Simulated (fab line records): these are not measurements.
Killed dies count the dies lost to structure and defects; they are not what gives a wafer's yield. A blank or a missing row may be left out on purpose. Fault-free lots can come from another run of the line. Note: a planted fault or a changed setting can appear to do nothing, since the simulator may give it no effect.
8D (eight disciplines) problem report, filled in by code	flow sky130	the parts of the form that need people (team, actions taken, sign-off) are left out

## 1. THE PROBLEM
Mean VT_ADJUST_HVTR_TW at SKY_VT_ADJUST_HVTR_TW_MEAS_11: 114.3 over 6 wafers in 2 lots; fault-free wafers: 210.9, standard deviation 1.1. Relative to the usual mean, that is a shift of -88 standard deviations.
First seen on wafer L114.2, day 13 23:39, on film metro-01. At this step, 36 wafers from 12 lots have a number in the record. Rule for "out", or "out of limits": more than 4 standard deviations from the usual mean. The other wafers with a number count as sound.

## 2. WHAT THIS IS AND IS NOT
question	is	is not
which readings at this step	VT_ADJUST_HVTR_TW	-
which lots	L114, L115	L101, L103, L104, L105, L106, L107, L117, L119, L120, L121
which wafers of those lots	all that have a number	-
read on which gauges	film metro-01, film metro-03	film metro-04
when	from day 13 23:39	up to then (18 sound wafers); but 12 sound wafers of L117, L119, L120, L121 came after

## 3. THE SUSPECTS, EACH WITH WHAT RULES IT OUT
Counting: a tool at any process step up to the reading remains a suspect when it ran all the lots that are out and ran no sound lot after the first of those.
- the gauge at SKY_VT_ADJUST_HVTR_TW_MEAS_11 is ruled out. The wafers that are out were read on 2 gauges (film metro-01, film metro-03).
- implanter-01 at SKY_VT_ADJUST_HVTR_IMPLANT_09: kept. All lots that are out passed through it, beginning with L114 at day 13 23:25, and no sound lot followed; its final sound lot before that point was L105 at day 11 03:10. Its own readings are out on those wafers: dose ions cm2, faraday current uA.
Left after counting: implanter-01 at SKY_VT_ADJUST_HVTR_IMPLANT_09.

## 4. THE CAUSE (what the simulator had put in)
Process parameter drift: implanter-01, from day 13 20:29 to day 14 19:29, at SKY_VT_ADJUST_HVTR_IMPLANT_09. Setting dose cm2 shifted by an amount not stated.
This tool alone remained once counting was done.

## 5. THE CHAIN OF EFFECTS, in route order
Each row: a reading where the mean over the struck wafers with a number is more than 3 standard deviations away from the usual. Scope: only readings with a usual standard deviation given in the record; hours: median across lots of the time from each lot's start at the first step in this table that gives one to its start at this step; sigmas: change in usual standard deviations.
hours	step	reading	usual	on struck wafers	change	sigmas
0	SKY_VT_ADJUST_HVTR_IMPLANT_09	dose ions cm2	2.0995e+12	2.0885e+11	-1.8906e+12	-99 or more
0	SKY_VT_ADJUST_HVTR_IMPLANT_09	faraday current uA	11.81	1.17	-10.64	-46
0	SKY_VT_ADJUST_HVTR_TW_MEAS_11	VT_ADJUST_HVTR_TW	210.9	114.3	-96.6	-88
Here are the process steps it includes:
- SKY_VT_ADJUST_HVTR_IMPLANT_09
Later measuring or inspecting steps at which every struck wafer that the step has a row for has a number for every such reading, and none has moved that far: SKY_LOCAL_INTERCONNECT_RS_MEAS_01.

## 6. WHAT WOULD HAVE CAUGHT IT SOONER
3 hours passed between the start of the fault at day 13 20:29 and the first reading out of limits at a measuring or inspecting step in this record, taken at day 13 23:39.
Tool's own readings at SKY_VT_ADJUST_HVTR_IMPLANT_09, dose ions cm2, faraday current uA: out on all struck wafers the step has rows for; an alarm limit on them would have tripped on the first.
Of the lots that are out (2), L115 began SKY_VT_ADJUST_HVTR_IMPLANT_09 on implanter-01 after day 13 23:39. Putting the tool on hold at that point would have spared it.
